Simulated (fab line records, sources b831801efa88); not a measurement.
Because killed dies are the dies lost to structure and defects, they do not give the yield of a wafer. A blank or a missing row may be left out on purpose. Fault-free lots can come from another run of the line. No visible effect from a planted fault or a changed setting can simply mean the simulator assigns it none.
A sampling plan put to the test | flow gf180mcu | one fab line, 11 faults that these records tell of, each judged on the records of the lots that it struck
What counts as the plan is the set of the line's own looks, namely the steps on the route at which a gauge or an inspection reads a wafer and does not change it. Where struck wafers have a number at a look and the file lists that look's usual mean and standard deviation on fault-free wafers, the look can be judged. Caught: a look later than the fault's first step finds the struck wafers' mean 4 or more of those standard deviations (sigma) from the usual mean. On the tool: here the same test is run on the tool's own readings at the fault's steps. It also counts as caught if the struck wafers ran another recipe or if their record alone is blank.

## THE FAULTS, as the simulator had put them in
1. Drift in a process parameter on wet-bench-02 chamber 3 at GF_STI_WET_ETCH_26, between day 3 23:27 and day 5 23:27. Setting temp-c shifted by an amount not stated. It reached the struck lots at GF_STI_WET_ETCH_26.
2. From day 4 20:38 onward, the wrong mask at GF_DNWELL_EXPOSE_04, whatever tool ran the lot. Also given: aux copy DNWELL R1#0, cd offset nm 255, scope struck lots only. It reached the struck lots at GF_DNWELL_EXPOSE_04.
3. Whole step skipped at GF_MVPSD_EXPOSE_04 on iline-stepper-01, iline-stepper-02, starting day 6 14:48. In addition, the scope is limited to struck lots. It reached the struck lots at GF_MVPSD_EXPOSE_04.
4. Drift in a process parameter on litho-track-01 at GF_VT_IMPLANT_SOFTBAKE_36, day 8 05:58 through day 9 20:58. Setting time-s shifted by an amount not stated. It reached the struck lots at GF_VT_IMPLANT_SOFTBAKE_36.
5. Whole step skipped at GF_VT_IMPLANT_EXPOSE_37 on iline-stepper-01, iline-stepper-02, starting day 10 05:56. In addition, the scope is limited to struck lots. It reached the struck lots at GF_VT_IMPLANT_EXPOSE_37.
6. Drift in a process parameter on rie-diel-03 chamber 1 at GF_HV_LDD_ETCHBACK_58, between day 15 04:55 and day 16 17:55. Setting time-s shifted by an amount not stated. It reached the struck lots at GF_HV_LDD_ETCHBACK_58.
7. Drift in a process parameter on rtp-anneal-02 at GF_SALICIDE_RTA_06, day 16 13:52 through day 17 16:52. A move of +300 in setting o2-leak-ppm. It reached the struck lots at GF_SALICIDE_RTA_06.
8. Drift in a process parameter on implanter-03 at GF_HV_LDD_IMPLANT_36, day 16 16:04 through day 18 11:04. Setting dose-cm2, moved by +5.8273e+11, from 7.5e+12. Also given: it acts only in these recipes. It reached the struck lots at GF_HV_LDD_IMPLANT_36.
9. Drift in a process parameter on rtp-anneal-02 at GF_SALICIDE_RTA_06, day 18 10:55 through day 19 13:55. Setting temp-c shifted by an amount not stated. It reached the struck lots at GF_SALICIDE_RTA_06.
10. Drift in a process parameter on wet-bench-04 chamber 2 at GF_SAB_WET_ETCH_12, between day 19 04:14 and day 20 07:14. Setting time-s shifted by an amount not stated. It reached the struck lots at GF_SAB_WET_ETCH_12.
11. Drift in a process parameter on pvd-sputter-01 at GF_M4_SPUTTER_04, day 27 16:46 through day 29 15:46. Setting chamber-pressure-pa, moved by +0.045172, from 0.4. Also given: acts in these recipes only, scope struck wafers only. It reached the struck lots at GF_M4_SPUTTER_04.

## WHAT THE PLAN SAW
fault | on the tool itself                   | first look that catches it                      | reading, sigma | median hours from its first step to that look | hours from the fault's start to the first struck lot there | judged looks passed uncaught
1     | temp-c +59 sigma                     | not the one look that can be judged after it    | -              | -                                             | -                                                          | 1
2     | under 2 sigma                        | none of the 2 looks that can be judged after it | -              | -                                             | -                                                          | 2
3     | no reading that can be judged        | none of the 3 looks that can be judged after it | -              | -                                             | -                                                          | 3
4     | run-length-s +36 sigma               | no look after it can be judged                  | -              | -                                             | -                                                          | 0
5     | no reading that can be judged        | no look after it can be judged                  | -              | -                                             | -                                                          | 0
6     | run-length-s -39 sigma               | not the one look that can be judged after it    | -              | -                                             | -                                                          | 1
7     | chamber-o2-ppm +99 or beyond sigma   | not the one look that can be judged after it    | -              | -                                             | -                                                          | 1
8     | dose-ions-cm2 +80 sigma              | not the one look that can be judged after it    | -              | -                                             | -                                                          | 1
9     | wafer_temp_C_max -99 or beyond sigma | not the one look that can be judged after it    | -              | -                                             | -                                                          | 1
10    | run-length-s +22 sigma               | no look after it can be judged                  | -              | -                                             | -                                                          | 0
11    | chamber-pressure-pa +57 sigma        | not the one look that can be judged after it    | -              | -                                             | -                                                          | 1
A dash: the fault is not caught, or the number is missing from these records.

Caught at a look: 0 of 11. Caught on the tool: 8 of 11. By one or the other: 8 of 11.
Faults caught by the tool alone: 1, 4, 6, 7, 8, 9, 10, 11.
Caught by neither: faults 2, 3, 5.
